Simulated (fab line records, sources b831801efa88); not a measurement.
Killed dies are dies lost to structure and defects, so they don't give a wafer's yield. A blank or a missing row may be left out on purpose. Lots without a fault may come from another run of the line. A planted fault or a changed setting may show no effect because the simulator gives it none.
fab line records | flow sky130
record lots=5 wafers=15 last_day=49
route steps=708 shown LI_CONTACT@368 LOCAL_INTERCONNECT@387
lots that met no fault: from a run of the same line without faults
start_h: hours from the record's first day to the start of the lot's first wafer shown | wait_h: hours since the lot's step before | " the same as in the row above | L1.1+2: a row that stands for several wafers | - no value, or no start given | * or withheld: withheld | < > ~ a bound
route shown NAME@n: a module of which the file shows steps, and the number in the route of the first | usual: mean/standard deviation of fault-free wafers | same: alike in all rows | chamber/n: place in a boat | sites: the reading at each site | _std_site: their standard deviation | _edge_site: outer sites' mean less inner sites' | radius_mm: how far each site lies from the wafer's centre | mask NAME#n: copy n | behind: the tool/chamber that last shaped the wafer | hold: why the lot was held/for how many hours/how that ended | device: the transistor (n, p or np) that didn't switch | end of line: the same wafers' tests at the end of the route | a step without rows: its recipe alone | killed: dies lost to structure and defects at the first sort, not the wafer's yield | map: a wafer's dies, x killed, . not, _ none there
set.NAME: the setting as run; set.NAME@STEP: as run at that earlier step | model.NAME: the simulator's own value behind a step, which no gauge read
lots at some steps of the route; a table a step, a row a wafer
services: from which hour (start_h, from the record's first day; less than 0 if before it) a tool's chamber was out of use, for how many hours, and why
## steps
# step SKY_LI_CONTACT_COAT_06
# recipe resist=BARC temp_c=withheld time_s=withheld spin_rpm=3000 resist_thk_nm=60
# usual resist_line_temp_C=* spin_speed_rpm=3000.3/1.9
# columns lot.wafer tool chamber start_h wait_h resist_line_temp_C spin_speed_rpm
L082.3 litho_track-03 0 741.54 0.1 * 3000.0
L082.5 " 0 " " * 3001.5
L082.6 " 0 " " * 2998.2
L084.2 litho_track-02 0 753.68 0.1 * 2997.8
L084.4 " 0 " " * 2999.3
L084.6 " 0 " " * 2999.7
L086.1 litho_track-02 0 763.21 0.1 * 2999.9
L086.2 " 0 " " * 3000.0
L086.6 " 0 " " * 3000.8
L088.1 litho_track-01 0 786.87 0.1 * 3001.4
L088.4 " 0 " " * 2999.3
L088.5 " 0 " " * 2998.6
L091.2 litho_track-01 0 800.84 0.1 * 2999.4
L091.4 " 0 " " * 2999.6
L091.6 " 0 " " * 2999.2
# step SKY_LI_CONTACT_COAT_07
# recipe resist=KrF-thick spin_rpm=3000 resist_thk_nm=450
# usual resist_line_temp_C=23.01/0.11 spin_speed_rpm=3000.2/1.9
# columns lot.wafer tool chamber start_h wait_h resist_line_temp_C spin_speed_rpm
L082.3 litho_track-03 0 - - 23.04 2999.1
L082.5 " 0 " " 23.10 3000.5
L082.6 " 0 " " 23.07 3002.4
L084.2 litho_track-02 0 - - 23.19 3002.9
L084.4 " 0 " " 23.13 3003.3
L084.6 " 0 " " 23.04 3002.9
L086.1 litho_track-02 0 - - 22.99 2999.4
L086.2 " 0 " " 22.89 2999.4
L086.6 " 0 " " 23.09 2998.5
L088.1 litho_track-01 0 - - 23.13 3000.4
L088.4 " 0 " " 23.14 3001.9
L088.5 " 0 " " 23.02 3000.8
L091.2 litho_track-01 0 - - 22.99 2998.3
L091.4 " 0 " " 22.85 2995.2
L091.6 " 0 " " 22.78 3000.5
# step SKY_LI_CONTACT_SOFTBAKE_08
# recipe temp_c=100 time_s=90 resist=KrF-thick
# usual resist_line_temp_C=22.99/0.13
# columns lot.wafer tool chamber start_h wait_h resist_line_temp_C
L082.3 litho_track-03 0 - - 22.81
L082.5 " 0 " " 22.95
L082.6 " 0 " " 22.72
L084.2 litho_track-02 0 - - 22.88
L084.4 " 0 " " 22.96
L084.6 " 0 " " 22.98
L086.1 litho_track-02 0 - - 22.92
L086.2 " 0 " " 23.03
L086.6 " 0 " " 23.03
L088.1 litho_track-01 0 - - 23.10
L088.4 " 0 " " 23.07
L088.5 " 0 " " 22.98
L091.2 litho_track-01 0 - - 22.97
L091.4 " 0 " " 22.88
L091.6 " 0 " " 23.07
# step SKY_LI_CONTACT_EXPOSE_09
# recipe mask_id=LICM1 na=0.8 source_shape=annular sigma_inner=0.55 sigma_outer=0.85 target_cd_nm=170 dose_mj=38
# usual stage_vel_mm_s=500.02/0.23
# columns lot.wafer tool chamber start_h wait_h mask stage_vel_mm_s
L082.3 krf_scanner-02 0 - - LICM1#0 500.20
L082.5 " 0 " " LICM1#0 499.88
L082.6 " 0 " " LICM1#0 499.66
L084.2 krf_scanner-02 0 - - LICM1#0 499.88
L084.4 " 0 " " LICM1#0 499.86
L084.6 " 0 " " LICM1#0 500.21
L086.1 krf_scanner-01 0 - - LICM1#0 500.02
L086.2 " 0 " " LICM1#0 500.26
L086.6 " 0 " " LICM1#0 500.17
L088.1 krf_scanner-01 0 - - LICM1#0 499.91
L088.4 " 0 " " LICM1#0 500.03
L088.5 " 0 " " LICM1#0 499.76
L091.2 krf_scanner-01 0 - - LICM1#0 500.48
L091.4 " 0 " " LICM1#0 500.06
L091.6 " 0 " " LICM1#0 500.77
# step SKY_LI_CONTACT_PEB_10
# recipe peb_temp_c=withheld peb_time_s=withheld resist=KrF-thick
# usual resist_line_temp_C=*
# columns lot.wafer tool chamber start_h wait_h resist_line_temp_C
L082.3 litho_track-02 0 - - *
L082.5 " 0 " " *
L082.6 " 0 " " *
L084.2 litho_track-01 0 - - *
L084.4 " 0 " " *
L084.6 " 0 " " *
L086.1 litho_track-03 0 - - *
L086.2 " 0 " " *
L086.6 " 0 " " *
L088.1 litho_track-03 0 - - *
L088.4 " 0 " " *
L088.5 " 0 " " *
L091.2 litho_track-03 0 - - *
L091.4 " 0 " " *
L091.6 " 0 " " *
# step SKY_LI_CONTACT_DEVELOP_11
# recipe develop_time_s=60 resist=KrF-thick dev_temp_c=21
# usual resist_line_temp_C=23.01/0.11
# columns lot.wafer tool chamber start_h wait_h resist_line_temp_C
L082.3 litho_track-02 0 - - 23.15
L082.5 " 0 " " 23.14
L082.6 " 0 " " 22.93
L084.2 litho_track-01 0 - - 23.04
L084.4 " 0 " " 23.02
L084.6 " 0 " " 22.97
L086.1 litho_track-03 0 - - 23.33
L086.2 " 0 " " 23.18
L086.6 " 0 " " 23.14
L088.1 litho_track-03 0 - - 22.93
L088.4 " 0 " " 23.03
L088.5 " 0 " " 22.99
L091.2 litho_track-03 0 - - 23.03
L091.4 " 0 " " 23.09
L091.6 " 0 " " 23.12
# step SKY_LI_CONTACT_CD_MEAS_12
# recipe target_cd_nm=170
# usual cd_nm=170.0/1.4
# columns lot.wafer tool chamber start_h wait_h cd_nm
L082.3 cd_sem-02 - 755.20 - 173.4
L082.5 " - " " 172.7
L082.6 " - " " 172.3
L084.2 cd_sem-02 - 766.89 - 168.2
L084.4 " - " " 170.4
L084.6 " - " " 169.4
L086.1 cd_sem-01 - 776.69 - 169.3
L086.2 " - " " 169.3
L086.6 " - " " 169.4
L088.1 cd_sem-01 - 800.64 - 169.1
L088.4 " - " " 167.5
L088.5 " - " " 167.7
L091.2 cd_sem-02 - 814.21 - 172.0
L091.4 " - " " 170.4
L091.6 " - " " 173.1
# step SKY_LI_CONTACT_OVL_MEAS_13
# usual LI_CONTACT_OVL=2/4.8
# columns lot.wafer tool chamber start_h wait_h LI_CONTACT_OVL[nm]
L082.3 overlay-01 - 755.29 0.1 -1
L082.5 " - " " -5
L082.6 " - " " 0
L084.2 overlay-01 - 766.99 0.1 9
L084.4 " - " " 5
L084.6 " - " " 7
L086.1 overlay-01 - 776.81 0.1 2
L086.2 " - " " 3
L086.6 " - " " 2
L088.1 overlay-02 - 800.76 0.1 3
L088.4 " - " " -5
L088.5 " - " " 1
L091.2 overlay-02 - 814.32 0.1 5
L091.4 " - " " 0
L091.6 " - " " 4
# step SKY_LI_CONTACT_ETCH_14
# recipe chemistry=N2/H2 target=BARC ion_energy_ev=200 source_w=500 bias_w=100 pressure_mtorr=30 n2_flow_sccm=100 h2_flow_sccm=200 stop_on=SiO2 time_s=45.9 target_depth_a=600
# usual drypump_motor_current_A=5.7/0.42 n2_flow_sccm=99.96/0.29 oes_product_au=0.855/0.005 rf_fwd_power_W=494.7/2 throttle_valve_pct=13.225/0.0089
# columns lot.wafer tool chamber start_h wait_h drypump_motor_current_A n2_flow_sccm oes_product_au rf_fwd_power_W rf_hours_counter_h throttle_valve_pct
L082.3 rie_diel-02 0 755.31 0.0 5.4 100.31 0.849 494.9 1 13.210
L082.5 " 1 " " 6.5 99.97 0.857 490.9 - 13.222
L082.6 " 0 " " 5.4 99.96 0.858 496.7 - 13.234
L084.2 rie_diel-04 0 767.02 0.0 5.8 100.22 0.853 494.5 21 13.220
L084.4 " 2 " " 5.6 99.87 0.858 495.0 15 13.231
L084.6 " 0 " " 5.8 99.82 0.860 491.4 - 13.222
L086.1 rie_diel-04 1 776.85 0.0 6.1 99.64 0.863 495.8 11 13.216
L086.2 " 3 " " 5.5 100.04 0.862 494.7 1 13.234
L086.6 " 3 " " 5.5 100.44 0.852 495.8 - 13.207
L088.1 rie_diel-02 1 800.80 0.0 6.5 99.73 0.854 491.1 11 13.223
L088.4 " 1 " " 6.5 99.66 0.852 492.0 - 13.223
L088.5 " 2 " " 5.2 100.15 0.853 496.9 - 13.224
L091.2 rie_diel-02 0 814.35 0.0 5.4 99.99 0.859 491.9 2 13.208
L091.4 " 3 " " 5.2 100.22 0.854 494.0 6 13.220
L091.6 " 2 " " 5.2 100.18 0.852 496.2 - 13.229
# step SKY_LI_CONTACT_ETCH_15
# recipe target=PSG chemistry=C4F8/O2/Ar stop_on=Si taper_deg=4.15 mask_material=KrF-thick source_w=1500 bias_w=1200 pressure_mtorr=40 c4f8_flow_sccm=withheld O2_flow_sccm=6 Ar_flow_sccm=300 time_s=withheld target_depth_a=6000
# usual oes_product_au=0.836/0.0046 rf_fwd_power_W=1492/4.9
# columns lot.wafer tool chamber start_h wait_h oes_product_au rf_fwd_power_W
L082.3 rie_diel-02 0 755.35 0.0 0.838 1490
L082.5 " 1 " " 0.836 1494
L082.6 " 0 " " 0.835 1491
L084.2 rie_diel-04 0 767.07 0.0 0.833 1491
L084.4 " 2 " " 0.840 1499
L084.6 " 0 " " 0.841 1493
L086.1 rie_diel-04 1 776.89 0.0 0.840 1491
L086.2 " 3 " " 0.831 1488
L086.6 " 3 " " 0.831 1494
L088.1 rie_diel-02 1 800.86 0.0 0.831 1487
L088.4 " 1 " " 0.835 1488
L088.5 " 2 " " 0.835 1495
L091.2 rie_diel-02 0 814.39 0.0 0.836 1493
L091.4 " 3 " " 0.838 1497
L091.6 " 2 " " 0.839 1495
# step SKY_LI_CONTACT_STRIP_16
# recipe chemistry=O2/N2 power_w=1400 pressure_mtorr=1500 platen_temp_c=withheld o2_flow_sccm=3000 n2_flow_sccm=300 overash_fraction=0.5
# usual drypump_motor_current_A=5.8/0.54 n2_flow_sccm=300.1/0.87 o2_flow_sccm=3000/8 oes_product_au=0.375/0.0046 strip_time_to_endpoint_s=3.50/0.032
# same overash_fraction=0.5
# columns lot.wafer tool chamber start_h wait_h drypump_motor_current_A n2_flow_sccm o2_flow_sccm oes_product_au rf_hours_counter_h strip_time_to_endpoint_s
L082.3 plasma_asher-02 0 755.47 - 6.7 299.9 2989 0.368 - 3.44
L082.5 " 1 " " 5.7 299.5 2994 0.378 - 3.53
L082.6 " 0 " " 6.7 300.1 3001 0.370 - 3.43
L084.2 plasma_asher-04 1 767.15 - 5.9 299.3 3008 0.379 95 3.50
L084.4 " 0 " " 5.0 300.3 2988 0.382 - 3.54
L084.6 " 1 " " 5.9 298.5 3009 0.379 - 3.50
L086.1 plasma_asher-04 1 776.98 - 5.9 300.1 2998 0.370 96 3.50
L086.2 " 0 " " 5.0 300.5 2999 0.379 96 3.50
L086.6 " 1 " " 5.9 299.0 2994 0.378 - 3.50
L088.1 plasma_asher-04 0 800.99 - 5.0 298.3 3002 0.371 98 3.52
L088.4 " 0 " " 5.0 298.1 3008 0.381 - 3.54
L088.5 " 1 " " 5.9 301.3 3004 0.378 - 3.49
L091.2 plasma_asher-04 1 814.48 - 5.9 300.3 2996 0.370 99 3.41
L091.4 " 0 " " 5.0 300.7 3005 0.375 - 3.47
L091.6 " 0 " " 5.0 301.3 3004 0.378 - 3.50
# step SKY_LI_CONTACT_CLEAN_17
# recipe chemistry=NMP time_s=600 temp_c=60 dry=n2_spin
# usual temp_c=59.98/0.12
# columns lot.wafer tool chamber start_h wait_h temp_c
L082.3 wet_bench-02 2 755.54 0.0 60.18
L082.5 " 2 " " 60.14
L082.6 " 2 " " 60.07
L084.2 wet_bench-03 0 767.25 0.1 59.99
L084.4 " 0 " " 59.97
L084.6 " 0 " " 59.94
L086.1 wet_bench-04 1 777.08 0.1 60.01
L086.2 " 1 " " 59.99
L086.6 " 1 " " 60.06
L088.1 wet_bench-03 3 801.09 0.1 60.05
L088.4 " 3 " " 60.03
L088.5 " 3 " " 60.00
L091.2 wet_bench-02 0 814.58 0.1 60.03
L091.4 " 0 " " 60.05
L091.6 " 0 " " 60.14
# step SKY_LI_CONTACT_PRE_CLEAN_18
# recipe gas=Ar time_s=5.6 bias_v=358
# columns lot.wafer tool chamber start_h wait_h
L082.3+5+6 pvd_sputter-04 - 755.92 0.0
L084.2+4+6 pvd_sputter-02 - 767.44 0.0
L086.1+2+6 pvd_sputter-02 - 777.25 0.0
L088.1+4+5 pvd_sputter-01 - 801.27 0.0
L091.2+4+6 pvd_sputter-01 - 814.75 0.0
# step SKY_LI_CONTACT_SPUTTER_19
# recipe material=Ti target_thk_nm=20 chamber_pressure_pa=5 power_w=2500 substrate_temp_c=200 time_s=106.37
# usual throttle_valve_pct=29.7/1.2
# columns lot.wafer tool chamber start_h wait_h throttle_valve_pct
L082.3 pvd_sputter-04 - 755.94 0.0 27.5
L082.5 " - " " 28.8
L082.6 " - " " 30.4
L084.2 pvd_sputter-02 - 767.46 0.0 30.0
L084.4 " - " " 27.7
L084.6 " - " " 29.3
L086.1 pvd_sputter-02 - 777.27 0.0 27.7
L086.2 " - " " 29.0
L086.6 " - " " 29.4
L088.1 pvd_sputter-01 - 801.29 0.0 29.5
L088.4 " - " " 30.1
L088.5 " - " " 30.0
L091.2 pvd_sputter-01 - 814.77 0.0 29.9
L091.4 " - " " 29.6
L091.6 " - " " 30.0
# step SKY_LI_CONTACT_SPUTTER_20
# recipe material=TiN target_thk_nm=20 chamber_pressure_pa=5 power_w=4000 time_s=80
# usual throttle_valve_pct=29.7/1.2
# columns lot.wafer tool chamber start_h wait_h throttle_valve_pct
L082.3 pvd_sputter-04 - 756.02 0.0 27.7
L082.5 " - " " 29.1
L082.6 " - " " 30.4
L084.2 pvd_sputter-02 - 767.54 0.0 30.0
L084.4 " - " " 27.6
L084.6 " - " " 29.1
L086.1 pvd_sputter-02 - 777.35 0.0 27.5
L086.2 " - " " 29.0
L086.6 " - " " 29.4
L088.1 pvd_sputter-01 - 801.36 0.0 29.3
L088.4 " - " " 29.8
L088.5 " - " " 30.0
L091.2 pvd_sputter-01 - 814.85 0.0 29.9
L091.4 " - " " 29.5
L091.6 " - " " 30.2
# step SKY_LI_CONTACT_CVD_21
# recipe material=W target_thk_nm=400 time_s=120.56 temp_c=400 pressure_torr=40
# usual heater_power_w=832/42
# columns lot.wafer tool chamber start_h wait_h heater_power_w
L082.3 cvd_w-02 0 756.12 0.1 829
L082.5 " 1 " " 863
L082.6 " 0 " " 870
L084.2 cvd_w-02 0 767.60 0.0 835
L084.4 " 1 " " 877
L084.6 " 1 " " 859
L086.1 cvd_w-01 1 777.41 0.0 758
L086.2 " 0 " " 804
L086.6 " 1 " " 759
L088.1 cvd_w-02 0 801.42 0.0 861
L088.4 " 1 " " 864
L088.5 " 0 " " 825
L091.2 cvd_w-01 1 814.91 0.0 764
L091.4 " 1 " " 785
L091.6 " 0 " " 824
# step SKY_LI_CONTACT_RS_MEAS_22
# recipe thk_meas_gauge=four-point-probe reads=W_of_LI_CONTACT_CVD_21+TiN_of_LI_CONTACT_SPUTTER_20+Ti_of_LI_CONTACT_SPUTTER_19
# usual LI_CONTACT_W_RS=0.285/0.004
# columns lot.wafer tool chamber start_h wait_h LI_CONTACT_W_RS[ohm/sq]
L082.3 film_metro-02 - 756.24 0.1 0.284
L082.5 " - " " 0.287
L082.6 " - " " 0.284
L084.2 film_metro-03 - 767.74 0.1 0.290
L084.4 " - " " 0.291
L084.6 " - " " 0.292
L086.1 film_metro-03 - 777.53 0.1 0.288
L086.2 " - " " 0.285
L086.6 " - " " 0.286
L088.1 film_metro-01 - 801.55 0.1 0.286
L088.4 " - " " 0.289
L088.5 " - " " 0.288
L091.2 film_metro-03 - 815.05 0.1 0.291
L091.4 " - " " 0.284
L091.6 " - " " 0.282
# step SKY_LI_CONTACT_THK_MEAS_23
# recipe thk_meas_gauge=xrf reads=W_of_LI_CONTACT_CVD_21
# usual LI_CONTACT_W_THK=396/6.8
# columns lot.wafer tool chamber start_h wait_h LI_CONTACT_W_THK[nm]
L082.3 film_metro-02 - 756.34 0.1 392
L082.5 " - " " 390
L082.6 " - " " 395
L084.2 film_metro-03 - 767.85 0.1 393
L084.4 " - " " 394
L084.6 " - " " 387
L086.1 film_metro-03 - 777.65 0.1 390
L086.2 " - " " 395
L086.6 " - " " 394
L088.1 film_metro-01 - 801.67 0.1 390
L088.4 " - " " 389
L088.5 " - " " 389
L091.2 film_metro-03 - 815.16 0.1 392
L091.4 " - " " 404
L091.6 " - " " 404
# step SKY_LI_CONTACT_CMP_24
# recipe stop_on=PSG t_overpolish_s=20 down_force_psi=3.5 platen_rpm=60 target_thk_nm=0 pad_velocity_m_s=0.94248
# usual motor_current_A=10.9/1.2 overpolish_run_s=20.001/0.0096 slurry_filter_dp_kPa=13.50/0.13 time_to_endpoint_s=93/3.8
# columns lot.wafer tool chamber start_h wait_h motor_current_A overpolish_run_s slurry_filter_dp_kPa time_to_endpoint_s
L082.3 cmp-01 2 756.38 0.0 11.4 20.002 13.29 94
L082.6 " 2 " " 11.6 20.002 13.36 90
L082.5 " 3 " " 12.8 20.005 13.56 90
L084.2 cmp-02 1 767.90 0.0 10.8 20.004 13.45 96
L084.4 " 3 " " 11.9 20.004 13.57 96
L084.6 " 2 " " 10.1 20.015 13.37 91
L086.1 cmp-01 2 777.76 0.1 11.5 19.998 13.43 88
L086.2 " 3 " " 12.7 19.977 13.57 88
L086.6 " 2 " " 11.8 19.986 13.59 93
L088.4 cmp-01 1 801.83 0.1 12.6 19.988 13.40 89
L088.1 " 2 " " 11.7 19.999 13.51 88
L088.5 " 0 " " 9.5 19.983 13.33 90
L091.4 cmp-01 0 815.21 0.0 8.9 19.985 13.47 95
L091.2 " 1 " " 11.9 20.008 13.39 90
L091.6 " 0 " " 8.7 19.994 13.72 93
# step SKY_LOCAL_INTERCONNECT_SPUTTER_00
# recipe material=TiN target_thk_nm=100 temp_c=300 power_w=6500 time_s=83.3 chamber_pressure_pa=0.4
# usual throttle_valve_pct=29.8/1.2
# columns lot.wafer tool chamber start_h wait_h throttle_valve_pct
L082.3 pvd_sputter-02 - 756.68 0.2 29.3
L082.5 " - " " 29.1
L082.6 " - " " 29.4
L084.2 pvd_sputter-03 - 768.20 0.2 31.1
L084.4 " - " " 30.0
L084.6 " - " " 30.0
L086.1 pvd_sputter-01 - 778.01 0.2 32.1
L086.2 " - " " 29.2
L086.6 " - " " 32.1
L088.1 pvd_sputter-03 - 802.03 0.1 30.1
L088.4 " - " " 30.5
L088.5 " - " " 31.6
L091.2 pvd_sputter-02 - 815.51 0.2 29.7
L091.4 " - " " 30.0
L091.6 " - " " 28.9
# step SKY_LOCAL_INTERCONNECT_RS_MEAS_01
# recipe thk_meas_gauge=four-point-probe reads=TiN_of_LOCAL_INTERCONNECT_SPUTTER_00
# usual LOCAL_INTERCONNECT_TIN_RS=14.10/0.15
# columns lot.wafer tool chamber start_h wait_h LOCAL_INTERCONNECT_TIN_RS[ohm/sq]
L082.3 film_metro-01 - 756.79 0.1 13.96
L082.5 " - " " 13.95
L082.6 " - " " 13.78
L084.2 film_metro-04 - 768.29 0.1 14.08
L084.4 " - " " 14.08
L084.6 " - " " 14.09
L086.1 film_metro-01 - 778.08 0.0 13.88
L086.2 " - " " 13.86
L086.6 " - " " 13.91
L088.1 film_metro-01 - 802.09 0.0 14.06
L088.4 " - " " 14.06
L088.5 " - " " 13.88
L091.2 film_metro-04 - 815.60 0.1 14.06
L091.4 " - " " 14.32
L091.6 " - " " 14.17
# step SKY_LOCAL_INTERCONNECT_THK_MEAS_02
# recipe thk_meas_gauge=xrf reads=TiN_of_LOCAL_INTERCONNECT_SPUTTER_00
# usual LOCAL_INTERCONNECT_TIN_THK=100.6/1.1
# columns lot.wafer tool chamber start_h wait_h LOCAL_INTERCONNECT_TIN_THK[nm]
L082.3 film_metro-01 - 756.89 0.1 101.8
L082.5 " - " " 101.8
L082.6 " - " " 102.6
L084.2 film_metro-04 - 768.40 0.1 100.5
L084.4 " - " " 99.9
L084.6 " - " " 100.5
L086.1 film_metro-01 - 778.20 0.1 102.2
L086.2 " - " " 102.7
L086.6 " - " " 102.1
L088.1 film_metro-01 - 802.21 0.1 101.1
L088.4 " - " " 100.8
L088.5 " - " " 101.6
L091.2 film_metro-04 - 815.71 0.1 100.2
L091.4 " - " " 98.6
L091.6 " - " " 99.4
# step SKY_LOCAL_INTERCONNECT_DEHYDRATE_03
# recipe temp_c=200 time_s=60
# usual resist_line_temp_C=23.02/0.11
# columns lot.wafer tool chamber start_h wait_h resist_line_temp_C
L082.3 litho_track-03 0 769.34 12.4 23.14
L082.5 " 0 " " 23.04
L082.6 " 0 " " 23.07
L084.2 litho_track-03 0 780.97 12.6 23.12
L084.4 " 0 " " 23.17
L084.6 " 0 " " 22.89
L086.1 litho_track-03 0 790.79 12.6 23.17
L086.2 " 0 " " 23.17
L086.6 " 0 " " 23.03
L088.1 litho_track-03 0 814.19 12.0 23.11
L088.4 " 0 " " 23.14
L088.5 " 0 " " 23.23
L091.2 litho_track-03 0 828.22 12.5 22.98
L091.4 " 0 " " 22.99
L091.6 " 0 " " 22.94
# step SKY_LOCAL_INTERCONNECT_HMDS_04
# recipe prime_time_s=60 prime_temp_c=120
# usual resist_line_temp_C=23.01/0.13
# columns lot.wafer tool chamber start_h wait_h resist_line_temp_C
L082.3 litho_track-03 0 769.49 0.1 22.86
L082.5 " 0 " " 22.90
L082.6 " 0 " " 22.83
L084.2 litho_track-03 0 781.12 0.1 22.90
L084.4 " 0 " " 23.15
L084.6 " 0 " " 22.98
L086.1 litho_track-03 0 790.94 0.1 22.93
L086.2 " 0 " " 23.01
L086.6 " 0 " " 22.93
L088.1 litho_track-03 0 814.34 0.1 23.00
L088.4 " 0 " " 22.79
L088.5 " 0 " " 22.91
L091.2 litho_track-03 0 828.37 0.1 22.89
L091.4 " 0 " " 22.97
L091.6 " 0 " " 23.01
# step SKY_LOCAL_INTERCONNECT_COAT_05
# recipe resist=BARC temp_c=withheld time_s=withheld spin_rpm=3000 resist_thk_nm=60
# usual resist_line_temp_C=* spin_speed_rpm=3000.3/2
# columns lot.wafer tool chamber start_h wait_h resist_line_temp_C spin_speed_rpm
L082.3 litho_track-03 0 769.64 0.1 * 3001.1
L082.5 " 0 " " * 3001.1
L082.6 " 0 " " * 2999.9
L084.2 litho_track-03 0 781.27 0.1 * 2999.6
L084.4 " 0 " " * 2998.8
L084.6 " 0 " " * 2997.4
L086.1 litho_track-03 0 791.09 0.1 * 2999.7
L086.2 " 0 " " * 3002.6
L086.6 " 0 " " * 3000.3
L088.1 litho_track-03 0 814.49 0.1 * 2999.0
L088.4 " 0 " " * 3004.4
L088.5 " 0 " " * 3002.2
L091.2 litho_track-03 0 828.52 0.1 * 2999.2
L091.4 " 0 " " * 2997.7
L091.6 " 0 " " * 2996.8
# step SKY_LOCAL_INTERCONNECT_COAT_06
# recipe resist=KrF-thick spin_rpm=3000 resist_thk_nm=450
# usual resist_line_temp_C=23.01/0.099 spin_speed_rpm=3000.2/1.6
# columns lot.wafer tool chamber start_h wait_h resist_line_temp_C spin_speed_rpm
L082.3 litho_track-03 0 - - 22.96 3000.8
L082.5 " 0 " " 22.87 3001.2
L082.6 " 0 " " 22.85 3003.2
L084.2 litho_track-03 0 - - 22.96 3001.0
L084.4 " 0 " " 22.99 2998.8
L084.6 " 0 " " 23.04 2996.7
L086.1 litho_track-03 0 - - 23.01 2999.3
L086.2 " 0 " " 22.94 3000.4
L086.6 " 0 " " 23.08 3000.6
L088.1 litho_track-03 0 - - 22.99 2999.1
L088.4 " 0 " " 23.07 3000.3
L088.5 " 0 " " 23.07 2998.1
L091.2 litho_track-03 0 - - 22.89 2998.7
L091.4 " 0 " " 23.09 3000.5
L091.6 " 0 " " 22.99 3001.9
# step SKY_LOCAL_INTERCONNECT_SOFTBAKE_07
# recipe temp_c=100 time_s=90 resist=KrF-thick
# usual resist_line_temp_C=22.98/0.085
# columns lot.wafer tool chamber start_h wait_h resist_line_temp_C
L082.3 litho_track-03 0 - - 22.80
L082.5 " 0 " " 23.03
L082.6 " 0 " " 23.07
L084.2 litho_track-03 0 - - 23.04
L084.4 " 0 " " 22.96
L084.6 " 0 " " 23.00
L086.1 litho_track-03 0 - - 23.08
L086.2 " 0 " " 23.17
L086.6 " 0 " " 23.05
L088.1 litho_track-03 0 - - 22.78
L088.4 " 0 " " 22.89
L088.5 " 0 " " 22.88
L091.2 litho_track-03 0 - - 23.04
L091.4 " 0 " " 23.10
L091.6 " 0 " " 22.98
# step SKY_LOCAL_INTERCONNECT_EXPOSE_08
# recipe mask_id=LI1M na=0.8 source_shape=annular sigma_inner=0.55 sigma_outer=0.85 target_cd_nm=170 dose_mj=28
# usual stage_vel_mm_s=500.01/0.25
# columns lot.wafer tool chamber start_h wait_h mask stage_vel_mm_s
L082.3 krf_scanner-02 0 - - LI1M#0 500.16
L082.5 " 0 " " LI1M#0 500.06
L082.6 " 0 " " LI1M#0 500.03
L084.2 krf_scanner-01 0 - - LI1M#0 500.30
L084.4 " 0 " " LI1M#0 500.67
L084.6 " 0 " " LI1M#0 500.25
L086.1 krf_scanner-01 0 - - LI1M#0 500.03
L086.2 " 0 " " LI1M#0 499.74
L086.6 " 0 " " LI1M#0 499.90
L088.1 krf_scanner-02 0 - - LI1M#0 499.78
L088.4 " 0 " " LI1M#0 499.98
L088.5 " 0 " " LI1M#0 500.26
L091.2 krf_scanner-02 0 - - LI1M#0 499.76
L091.4 " 0 " " LI1M#0 499.65
L091.6 " 0 " " LI1M#0 499.67
# step SKY_LOCAL_INTERCONNECT_PEB_09
# recipe peb_temp_c=withheld peb_time_s=withheld resist=KrF-thick
# usual resist_line_temp_C=*
# columns lot.wafer tool chamber start_h wait_h resist_line_temp_C
L082.3 litho_track-01 0 - - *
L082.5 " 0 " " *
L082.6 " 0 " " *
L084.2 litho_track-04 0 - - *
L084.4 " 0 " " *
L084.6 " 0 " " *
L086.1 litho_track-01 0 - - *
L086.2 " 0 " " *
L086.6 " 0 " " *
L088.1 litho_track-03 0 - - *
L088.4 " 0 " " *
L088.5 " 0 " " *
L091.2 litho_track-04 0 - - *
L091.4 " 0 " " *
L091.6 " 0 " " *
# step SKY_LOCAL_INTERCONNECT_DEVELOP_10
# recipe develop_time_s=60 resist=KrF-thick dev_temp_c=21
# usual resist_line_temp_C=23.00/0.1
# columns lot.wafer tool chamber start_h wait_h resist_line_temp_C
L082.3 litho_track-01 0 - - 22.97
L082.5 " 0 " " 23.03
L082.6 " 0 " " 23.01
L084.2 litho_track-04 0 - - 23.02
L084.4 " 0 " " 23.00
L084.6 " 0 " " 23.11
L086.1 litho_track-01 0 - - 23.04
L086.2 " 0 " " 23.13
L086.6 " 0 " " 23.08
L088.1 litho_track-03 0 - - 23.08
L088.4 " 0 " " 22.96
L088.5 " 0 " " 23.03
L091.2 litho_track-04 0 - - 22.99
L091.4 " 0 " " 23.03
L091.6 " 0 " " 23.00
# step SKY_LOCAL_INTERCONNECT_CD_MEAS_11
# recipe target_cd_nm=170
# usual cd_nm=169.8/1.7
# columns lot.wafer tool chamber start_h wait_h cd_nm
L082.3 cd_sem-02 - 782.91 - 168.3
L082.5 " - " " 170.0
L082.6 " - " " 170.2
L084.2 cd_sem-02 - 794.68 - 171.8
L084.4 " - " " 170.1
L084.6 " - " " 170.3
L086.1 cd_sem-01 - 804.17 - 170.6
L086.2 " - " " 170.3
L086.6 " - " " 170.8
L088.1 cd_sem-01 - 827.89 - 168.9
L088.4 " - " " 166.6
L088.5 " - " " 169.1
L091.2 cd_sem-02 - 841.73 - 169.2
L091.4 " - " " 170.3
L091.6 " - " " 170.6
# step SKY_LOCAL_INTERCONNECT_OVL_MEAS_12
# usual LOCAL_INTERCONNECT_OVL=3/5.8
# columns lot.wafer tool chamber start_h wait_h LOCAL_INTERCONNECT_OVL[nm]
L082.3 overlay-01 - 783.00 0.1 4
L082.5 " - " " 4
L082.6 " - " " 6
L084.2 overlay-01 - 794.79 0.1 0
L084.4 " - " " 3
L084.6 " - " " 0
L086.1 overlay-02 - 804.29 0.1 2
L086.2 " - " " 6
L086.6 " - " " 9
L088.1 overlay-02 - 828.01 0.1 1
L088.4 " - " " 7
L088.5 " - " " 8
L091.2 overlay-02 - 841.84 0.1 0
L091.4 " - " " 3
L091.6 " - " " 2
## services
# columns tool chamber start_h hours kind
krf_scanner-01 - 720.10 0.8 repair
krf_scanner-02 - 721.56 0.8 pm
krf_scanner-02 - 727.92 1.3 pm
cvd_w-01 - 728.70 6.0 pm
wet_bench-03 - 729.69 18.8 repair
rie_diel-04 2 739.08 7.0 repair
cmp-01 - 744.48 4.0 pm
pvd_sputter-01 - 746.27 0.8 repair
wet_bench-03 - 758.96 2.8 repair
krf_scanner-01 - 769.71 1.3 pm
krf_scanner-01 - 774.45 1.0 pm
krf_scanner-01 - 775.45 3.6 pm
rie_diel-04 - 779.40 14.6 pm
cmp-01 - 785.61 3.7 pm
pvd_sputter-01 - 786.95 2.5 repair
rie_diel-02 3 792.01 9.5 repair
rie_diel-02 0 794.33 16.4 repair
krf_scanner-02 - 796.57 7.2 pm
pvd_sputter-04 - 796.82 4.7 repair
rie_diel-04 1 806.00 5.7 repair
rie_diel-04 3 807.04 5.5 repair
krf_scanner-01 - 812.63 11.0 repair
cvd_w-02 0 814.37 3.9 repair
pvd_sputter-02 - 838.35 2.4 repair
## key
fault none
